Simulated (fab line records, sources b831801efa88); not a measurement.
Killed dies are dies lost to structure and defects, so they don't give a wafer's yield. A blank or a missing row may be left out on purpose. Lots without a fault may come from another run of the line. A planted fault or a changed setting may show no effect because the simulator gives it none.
fab line records | flow sky130
record lots=12 wafers=36 last_day=50
route steps=708 shown FIELD_ISO@24 PWDE@52 NWELL@64 PAD_OPEN@708
lots that met no fault: from a run of the same line without faults
start_h: hours from the record's first day to the start of the lot's first wafer shown | wait_h: hours since the lot's step before | " the same as in the row above | L1.1+2: a row that stands for several wafers | - no value, or no start given | * or withheld: withheld | < > ~ a bound
route shown NAME@n: a module of which the file shows steps, and the number in the route of the first | usual: mean/standard deviation of fault-free wafers | same: alike in all rows | chamber/n: place in a boat | sites: the reading at each site | _std_site: their standard deviation | _edge_site: outer sites' mean less inner sites' | radius_mm: how far each site lies from the wafer's centre | mask NAME#n: copy n | behind: the tool/chamber that last shaped the wafer | hold: why the lot was held/for how many hours/how that ended | device: the transistor (n, p or np) that didn't switch | end of line: the same wafers' tests at the end of the route | a step without rows: its recipe alone | killed: dies lost to structure and defects at the first sort, not the wafer's yield | map: a wafer's dies, x killed, . not, _ none there
set.NAME: the setting as run; set.NAME@STEP: as run at that earlier step | model.NAME: the simulator's own value behind a step, which no gauge read
steps of the route over a sample of lots; a table a step, a row a wafer
services: from which hour (start_h, from the record's first day; less than 0 if before it) a tool's chamber was out of use, for how many hours, and why
## steps
# step SKY_FIELD_ISO_THK_MEAS_23
# recipe reads=SiO2_of_FIELD_ISO_OXIDATION_22
# usual FIELD_ISO_OXIDATION_01_THK=9.96/0.19
# columns lot.wafer tool chamber start_h wait_h FIELD_ISO_OXIDATION_01_THK[nm]
L774.1 film_metro-03 - 31.78 0.0 9.62
L774.2 " - " " 9.50
L774.5 " - " " 9.66
L775.2 film_metro-03 - 37.81 0.0 10.04
L775.3 " - " " 9.79
L775.5 " - " " 10.03
L776.3 film_metro-04 - 41.49 0.0 9.76
L776.5 " - " " 9.64
L776.6 " - " " 9.61
L780.1 film_metro-01 - 62.74 0.0 10.08
L780.2 " - " " 9.90
L780.3 " - " " 10.02
L781.1 film_metro-01 - 67.81 0.0 9.93
L781.5 " - " " 9.82
L781.6 " - " " 9.68
L782.1 film_metro-04 - 71.62 0.0 9.92
L782.3 " - " " 9.99
L782.4 " - " " 9.83
L783.1 film_metro-04 - 77.81 0.0 9.96
L783.4 " - " " 10.04
L783.6 " - " " 9.82
L784.4 film_metro-01 - 84.23 0.0 9.77
L784.5 " - " " 9.81
L784.6 " - " " 9.92
L785.3 film_metro-04 - 87.83 0.0 9.97
L785.4 " - " " 9.84
L785.5 " - " " 9.91
L792.1 film_metro-04 - 127.80 0.0 9.94
L792.2 " - " " 9.99
L792.6 " - " " 10.06
L794.2 film_metro-03 - 136.43 0.0 10.19
L794.4 " - " " 10.21
L794.6 " - " " 10.12
L797.1 film_metro-01 - 150.92 0.0 9.76
L797.4 " - " " 9.93
L797.5 " - " " 9.72
# step SKY_PWDE_OVL_MEAS_07
# usual PWDE_OVL=-0.3/1.5
# columns lot.wafer tool chamber start_h wait_h PWDE_OVL[nm]
L774.1 overlay-01 - 70.27 - -1.9
L774.2 " - " " -1.4
L774.5 " - " " -1.8
L775.2 overlay-02 - 74.86 - 3.6
L775.3 " - " " 2.3
L775.5 " - " " 3.4
L776.3 overlay-01 - 78.88 - -0.2
L776.5 " - " " -0.2
L776.6 " - " " -1.3
L780.1 overlay-01 - 101.42 - -1.5
L780.2 " - " " 0.5
L780.3 " - " " -0.7
L781.1 overlay-01 - 106.47 - -0.5
L781.5 " - " " -1.5
L781.6 " - " " 1.6
L782.1 overlay-02 - 110.51 - 0.8
L782.3 " - " " 0.5
L782.4 " - " " 1.4
L783.1 overlay-02 - 118.21 - -1.7
L783.4 " - " " -1.1
L783.6 " - " " -0.8
L784.4 overlay-02 - 126.04 - -1.7
L784.5 " - " " -0.5
L784.6 " - " " 0.1
L785.3 overlay-01 - 136.02 - -1.6
L785.4 " - " " -0.2
L785.5 " - " " 0.4
L792.1 overlay-01 - 170.67 - -0.2
L792.2 " - " " 1.0
L792.6 " - " " -1.4
L794.2 overlay-02 - 182.07 - 1.5
L794.4 " - " " 2.2
L794.6 " - " " 1.2
L797.1 overlay-02 - 201.11 - -0.2
L797.4 " - " " -1.2
L797.5 " - " " 0.1
# step SKY_NWELL_IMPLANT_11
# recipe species=P energy_kev=400 dose_cm2=1.9e+13 tilt_deg=withheld
# usual dose_ions_cm2=1.8996e+13/2.4e+10 end_station_pressure_torr=5.06e-06/2.9e-07 faraday_current_uA=107.2/2.1
# columns lot.wafer tool chamber start_h wait_h dose_ions_cm2 end_station_pressure_torr faraday_current_uA
L774.1 implanter-03 0 88.56 0.0 1.9e+13 4.93e-06 105.0
L774.2 " 0 " " 1.8995e+13 4.53e-06 107.6
L774.5 " 0 " " 1.9004e+13 5.96e-06 107.7
L775.2 implanter-03 0 92.75 0.0 1.9002e+13 4.85e-06 106.6
L775.3 " 0 " " 1.8991e+13 4.57e-06 106.6
L775.5 " 0 " " 1.8986e+13 5.47e-06 107.6
L776.3 implanter-03 0 96.66 0.1 1.8972e+13 5e-06 109.5
L776.5 " 0 " " 1.8948e+13 5.12e-06 108.3
L776.6 " 0 " " 1.8991e+13 5.23e-06 104.3
L780.1 implanter-04 0 119.67 0.0 1.8967e+13 5.1e-06 106.6
L780.2 " 0 " " 1.8977e+13 5.26e-06 106.9
L780.3 " 0 " " 1.897e+13 5.13e-06 109.6
L781.1 implanter-03 0 125.41 0.0 1.9048e+13 4.51e-06 108.7
L781.5 " 0 " " 1.9003e+13 4.87e-06 102.7
L781.6 " 0 " " 1.9054e+13 4.55e-06 107.4
L782.1 implanter-03 0 128.81 0.0 1.9037e+13 4.96e-06 106.4
L782.3 " 0 " " 1.9013e+13 5.2e-06 103.6
L782.4 " 0 " " 1.9039e+13 4.72e-06 107.5
L783.1 implanter-03 0 137.16 0.0 1.8993e+13 4.78e-06 105.3
L783.4 " 0 " " 1.8944e+13 4.93e-06 108.9
L783.6 " 0 " " 1.8943e+13 5.04e-06 107.8
L784.4 implanter-04 0 145.87 0.1 1.8989e+13 5.21e-06 106.1
L784.5 " 0 " " 1.8977e+13 5.13e-06 105.8
L784.6 " 0 " " 1.9008e+13 5.3e-06 108.3
L785.3 implanter-03 0 155.31 0.1 1.8958e+13 5.22e-06 109.9
L785.4 " 0 " " 1.8992e+13 5.46e-06 106.4
L785.5 " 0 " " 1.8993e+13 4.81e-06 107.4
L792.1 implanter-03 0 191.79 0.0 1.1366e+13 5.43e-06 62.3
L792.2 " 0 " " 1.1381e+13 4.58e-06 62.0
L792.6 " 0 " " 1.1347e+13 5.08e-06 63.0
L794.2 implanter-03 0 203.72 0.0 1.1354e+13 4.76e-06 64.4
L794.4 " 0 " " 1.1374e+13 5.09e-06 64.3
L794.6 " 0 " " 1.1357e+13 4.6e-06 65.0
L797.1 implanter-04 0 224.04 0.0 1.899e+13 5.16e-06 107.3
L797.4 " 0 " " 1.8993e+13 4.77e-06 106.5
L797.5 " 0 " " 1.8995e+13 5.48e-06 104.5
# step SKY_NWELL_TW_MEAS_15
# usual NWELL_TW=1825/12
# columns lot.wafer tool chamber start_h wait_h NWELL_TW
L774.1 film_metro-03 - 89.11 0.1 1814
L774.2 " - " " 1814
L774.5 " - " " 1803
L775.2 film_metro-03 - 93.28 0.1 1816
L775.3 " - " " 1817
L775.5 " - " " 1812
L776.3 film_metro-02 - 97.18 0.1 1810
L776.5 " - " " 1819
L776.6 " - " " 1809
L780.1 film_metro-03 - 120.22 0.1 1823
L780.2 " - " " 1821
L780.3 " - " " 1812
L781.1 film_metro-01 - 125.96 0.1 1830
L781.5 " - " " 1839
L781.6 " - " " 1831
L782.1 film_metro-03 - 129.36 0.1 1829
L782.3 " - " " 1819
L782.4 " - " " 1824
L783.1 film_metro-01 - 137.71 0.1 1829
L783.4 " - " " 1836
L783.6 " - " " 1843
L784.4 film_metro-03 - 146.37 0.1 1797
L784.5 " - " " 1800
L784.6 " - " " 1799
L785.3 film_metro-01 - 155.83 0.1 1842
L785.4 " - " " 1830
L785.5 " - " " 1838
L792.1 film_metro-03 - 192.34 0.1 1561
L792.2 " - " " 1556
L792.6 " - " " 1546
L794.2 film_metro-02 - 204.25 0.1 1567
L794.4 " - " " 1563
L794.6 " - " " 1566
L797.1 film_metro-02 - 224.59 0.1 1825
L797.4 " - " " 1837
L797.5 " - " " 1839
# step SKY_NWELL_RTA_28
# recipe temp_c=1050 time_s=30 idle_temp_c=650 ramp_up_c_per_s=150 ramp_down_c_per_s=90 ambient=N2
# usual lamp_power_pct=25.31/0.052 ramp_down_c_per_s=89.998/0.016 wafer_temp_C_max=1055.0/0.99
# columns lot.wafer tool chamber start_h wait_h lamp_power_pct ramp_down_c_per_s wafer_temp_C_max
L774.1 rtp_anneal-02 0 105.92 0.0 25.28 90.009 1054.3
L774.2 " 0 " " 25.33 89.997 1055.0
L774.5 " 0 " " 25.32 90.001 1054.9
L775.2 rtp_anneal-02 0 110.80 0.0 25.31 89.994 1055.5
L775.3 " 0 " " 25.26 89.998 1056.0
L775.5 " 0 " " 25.25 89.987 1055.5
L776.3 rtp_anneal-01 0 115.04 0.0 25.28 89.974 1054.2
L776.5 " 0 " " 25.29 90.008 1054.2
L776.6 " 0 " " 25.27 89.980 1054.0
L780.1 rtp_anneal-02 0 139.42 0.0 25.25 89.973 1054.7
L780.2 " 0 " " 25.24 89.994 1054.5
L780.3 " 0 " " 25.27 90.000 1055.2
L781.1 rtp_anneal-02 0 145.68 0.0 25.38 89.991 1057.0
L781.5 " 0 " " 25.32 90.003 1055.5
L781.6 " 0 " " 25.35 90.005 1053.9
L782.1 rtp_anneal-01 0 148.00 0.0 25.36 90.007 1055.5
L782.3 " 0 " " 25.36 90.042 1057.9
L782.4 " 0 " " 25.31 89.997 1054.4
L783.1 rtp_anneal-02 0 157.08 0.0 25.35 90.021 1055.5
L783.4 " 0 " " 25.29 90.007 1055.0
L783.6 " 0 " " 25.37 90.006 1054.0
L784.4 rtp_anneal-02 0 165.43 0.1 25.36 89.994 1055.5
L784.5 " 0 " " 25.33 89.984 1055.4
L784.6 " 0 " " 25.33 90.005 1056.8
L785.3 rtp_anneal-02 0 176.67 0.1 25.34 89.987 1054.5
L785.4 " 0 " " 25.30 89.987 1055.3
L785.5 " 0 " " 25.19 89.976 1055.7
L792.1 rtp_anneal-02 0 213.91 0.0 25.38 90.015 1056.2
L792.2 " 0 " " 25.29 89.994 1055.1
L792.6 " 0 " " 25.34 89.978 1053.8
L794.2 rtp_anneal-02 0 226.62 0.0 25.25 90.012 1056.4
L794.4 " 0 " " 25.29 90.019 1055.5
L794.6 " 0 " " 25.22 89.994 1055.5
L797.1 rtp_anneal-02 0 248.20 0.0 25.28 90.022 1054.7
L797.4 " 0 " " 25.36 89.993 1053.7
L797.5 " 0 " " 25.30 90.004 1055.5
# step SKY_NWELL_RS_MEAS_29
# recipe thk_meas_gauge=four-point-probe
# usual NWELL_RS=624.0/1.7
# columns lot.wafer tool chamber start_h wait_h NWELL_RS[ohm/sq]
L774.1 film_metro-01 - 106.02 0.1 626.0
L774.2 " - " " 623.7
L774.5 " - " " 625.0
L775.2 film_metro-02 - 110.90 0.1 625.7
L775.3 " - " " 625.6
L775.5 " - " " 624.3
L776.3 film_metro-01 - 115.14 0.1 621.3
L776.5 " - " " 622.7
L776.6 " - " " 622.0
L780.1 film_metro-01 - 139.52 0.1 622.8
L780.2 " - " " 624.5
L780.3 " - " " 623.3
L781.1 film_metro-02 - 145.78 0.1 624.5
L781.5 " - " " 625.8
L781.6 " - " " 626.4
L782.1 film_metro-01 - 148.10 0.1 623.1
L782.3 " - " " 623.3
L782.4 " - " " 624.4
L783.1 film_metro-02 - 157.18 0.1 624.7
L783.4 " - " " 627.1
L783.6 " - " " 626.0
L784.4 film_metro-02 - 165.54 0.1 625.3
L784.5 " - " " 625.7
L784.6 " - " " 625.4
L785.3 film_metro-01 - 176.84 0.1 622.0
L785.4 " - " " 623.4
L785.5 " - " " 623.4
L792.1 film_metro-03 - 214.01 0.1 823.2
L792.2 " - " " 821.4
L792.6 " - " " 821.4
L794.2 film_metro-01 - 226.72 0.1 819.5
L794.4 " - " " 818.4
L794.6 " - " " 816.6
L797.1 film_metro-02 - 248.30 0.1 623.4
L797.4 " - " " 625.4
L797.5 " - " " 625.0
# step SKY_PAD_OPEN_PROBE_99
# usual killed_at_M0_to_M3=44/6.5 killed_at_M4_up=3.3/1.7 killed_at_contacts=25/5.3 killed_at_front_end=15/5 killed_at_other=0.2/0.47 killed_dies=87/9.9 killed_open=47/8 killed_short=39/6.1
# same gross_dies=492 killed_at_back_side=0
# columns lot.wafer tool chamber start_h wait_h killed_at_M0_to_M3 killed_at_M4_up killed_at_contacts killed_at_front_end killed_at_other killed_dies killed_open killed_short
L784.4 prober-01 - 1135.39 0.2 39 1 29 7 1 77 43 34
L784.5 prober-01 - 1135.44 0.2 59 5 27 11 0 102 55 47
L784.6 prober-01 - 1135.49 0.2 38 3 24 14 0 79 46 33
L794.2 prober-01 - 1188.87 0.1 34 2 24 11 0 71 42 29
# killed by level:class
L784.4 VIA1:geometric_particle:open=13 CONTACT:geometric_particle:open=9 LI_CONTACT:geometric_particle:open=8 METAL1:geometric_particle:short=8 CONTACT:geometric_particle:short=4 VIA3:geometric_particle:open=4 LI_CONTACT:geometric_particle:short=3 LOCAL_INTERCONNECT:geometric_particle:short=3
L784.5 VIA1:geometric_particle:open=17 METAL1:geometric_particle:short=12 CONTACT:geometric_particle:open=10 VIA2:geometric_particle:open=10 VIA1:geometric_particle:short=6 POLY_GATE:geometric_particle:open=5 METAL2:geometric_particle:short=5 LI_CONTACT:geometric_particle:open=4
L784.6 CONTACT:geometric_particle:open=9 VIA1:geometric_particle:open=7 VIA2:geometric_particle:open=7 FIELD_ISO:geometric_particle:open=5 LI_CONTACT:geometric_particle:open=5 VIA3:geometric_particle:open=5 FIELD_ISO:geometric_particle:short=4 LI_CONTACT:geometric_particle:short=4
L794.2 VIA1:geometric_particle:open=11 LI_CONTACT:geometric_particle:open=10 FIELD_ISO:geometric_particle:open=6 METAL1:geometric_particle:short=5 VIA1:geometric_particle:short=5 POLY_GATE:geometric_particle:short=4 CONTACT:geometric_particle:open=4 VIA3:geometric_particle:open=4
## services
# columns tool chamber start_h hours kind
implanter-04 - 93.02 3.1 repair
implanter-04 - 108.23 4.6 pm
implanter-04 - 151.02 5.3 repair
rtp_anneal-01 - 156.84 97.5 pm
implanter-04 - 248.12 0.5 repair
## key
first_sign step=SKY_NWELL_IMPLANT_11 reading=dose_ions_cm2 direction=down sigmas=99+ usual=* struck=*
effect step=SKY_NWELL_IMPLANT_11 reading=faraday_current_uA direction=down sigmas=21 usual=107.2 struck=63.5
effect step=SKY_NWELL_TW_MEAS_15 reading=NWELL_TW direction=down sigmas=22 usual=1825 struck=1560
effect step=SKY_NWELL_RS_MEAS_29 reading=NWELL_RS direction=up sigmas=99+ usual=624.0 struck=820.1
met_at SKY_NWELL_IMPLANT_11
struck_lots L792,L794
tester_left_out L792,L794
not_acting_at SKY_FIELD_ISO_THK_MEAS_23,SKY_PWDE_OVL_MEAS_07,SKY_NWELL_RTA_28
onset_between 155.31 191.79
fault kind=process_parameter_drift tool=implanter-03 chamber=- onset_h=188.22 steps=SKY_NWELL_IMPLANT_11 channel=dose_cm2 offset=* shape=step end_h=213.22 acts_in=* stated=*
# tester_left_out: of these lots the tester's yield and bins aren't shown, on N5 and GAA mostly nor the transistor test; their killed dies are dies lost to structure and defects alone, not to doping, threshold or leakage, so they don't give the yield
